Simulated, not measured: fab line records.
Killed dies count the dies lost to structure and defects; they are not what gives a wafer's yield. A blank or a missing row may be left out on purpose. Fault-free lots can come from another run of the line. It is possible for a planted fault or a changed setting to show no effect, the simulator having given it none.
Tool commonality check + flow sky130 + Sampled: 11 lots, 33 wafers

## WHY IT WAS OPENED
At SKY_POLY_GATE_THK_MEAS_01 the reading POLY_GATE_CVD_00_THK is flagged on 2 of 11 lots. Fault-free wafers read 180.3 nm, with a standard deviation of 1.7.
Rule: a lot gets a flag if all its wafers with a number sit over 4 standard deviations from that mean, or if no wafer of it has a number. The other lots count as sound.

| lot  | measured     | on            | POLY_GATE_CVD_00_THK (nm), wafer by wafer | flag    |
|------|--------------|---------------|-------------------------------------------|---------|
| L796 | day 14 03:34 | film metro-02 | 178.9 179.3 179.4                         |         |
| L797 | day 14 12:36 | film metro-02 | 180.7 180.5 182.4                         |         |
| L798 | day 14 23:43 | film metro-01 | 180.7 182.8 180.7                         |         |
| L801 | day 15 19:16 | film metro-03 | 180.9 181.3 179.4                         |         |
| L805 | day 17 07:30 | film metro-03 | 183.1 180.7 180.8                         |         |
| L806 | day 17 10:53 | film metro-03 | 180.1 180.1 179.4                         |         |
| L807 | day 17 21:40 | film metro-01 | 178.8 178.3 178.6                         |         |
| L808 | day 18 06:59 | film metro-02 | 127.2 126.7 129.5                         | FLAGGED |
| L809 | day 18 18:44 | film metro-01 | 126.5 124.9 125.4                         | FLAGGED |
| L818 | day 22 08:52 | film metro-03 | 181.1 181.8 183.0                         |         |
| L819 | day 22 19:19 | film metro-02 | 183.6 183.0 184.0                         |         |
Average over the flagged lots: 126.7 nm; offset from the usual -53.6 nm, equal to -32 standard deviations.

## WHICH TOOL EACH LOT WENT THROUGH
The record holds 1 process step before the reading, out of a route of 708 steps. Each cell gives the tool, then ch followed by the chambers the sampled wafers passed through, then the start.
| lot  | flag    | SKY_POLY_GATE_CVD_00        |
|------|---------|-----------------------------|
| L796 |         | lpcvd-01 ch 0, day 14 02:22 |
| L797 |         | lpcvd-01 ch 0, day 14 11:24 |
| L798 |         | lpcvd-01 ch 1, day 14 22:31 |
| L801 |         | lpcvd-01 ch 1, day 15 18:04 |
| L805 |         | lpcvd-01 ch 1, day 17 06:17 |
| L806 |         | lpcvd-01 ch 1, day 17 09:41 |
| L807 |         | lpcvd-01 ch 0, day 17 20:28 |
| L808 | FLAGGED | lpcvd-01 ch 0, day 18 05:47 |
| L809 | FLAGGED | lpcvd-01 ch 0, day 18 16:55 |
| L818 |         | lpcvd-01 ch 0, day 22 07:40 |
| L819 |         | lpcvd-01 ch 1, day 22 18:05 |
What the steps here do:
- SKY_POLY_GATE_CVD_00: deposits poly-Si, target thk 180 nm, time 720 s.
- SKY_POLY_GATE_THK_MEAS_01

## FLAGGED AGAINST TOTAL, ONE TOOL AT A TIME (gauges that did the reading follow at the end)
| step                      | tool          | lots run | flagged | share of the flagged lots | sound lots run after its first flagged lot |
|---------------------------|---------------|----------|---------|---------------------------|--------------------------------------------|
| SKY_POLY_GATE_CVD_00      | lpcvd-01      | 11       | 2       | all                       | 2 (L818,L819)                              |
| SKY_POLY_GATE_THK_MEAS_01 | film metro-01 | 3        | 1       | some                      | 0                                          |
| SKY_POLY_GATE_THK_MEAS_01 | film metro-02 | 4        | 1       | some                      | 1 (L819)                                   |
| SKY_POLY_GATE_THK_MEAS_01 | film metro-03 | 4        | 0       | none                      | -                                          |

## WHAT THE TABLE PERMITS
All flagged lots share 1 row of the table, namely lpcvd-01 at SKY_POLY_GATE_CVD_00.
- lpcvd-01 at SKY_POLY_GATE_CVD_00: 2 of its 11 lots flagged. Sound lots followed the first flagged one (L818, L819) on it, something a lasting fault affecting the whole tool could not allow. Its own readings lie more than 4 standard deviations out on every wafer of the flagged lots: pressure mtorr.
Every row of the table either missed a flagged lot or ran a sound lot after the first.

## WHAT WAS PUT IN BY THE SIMULATOR
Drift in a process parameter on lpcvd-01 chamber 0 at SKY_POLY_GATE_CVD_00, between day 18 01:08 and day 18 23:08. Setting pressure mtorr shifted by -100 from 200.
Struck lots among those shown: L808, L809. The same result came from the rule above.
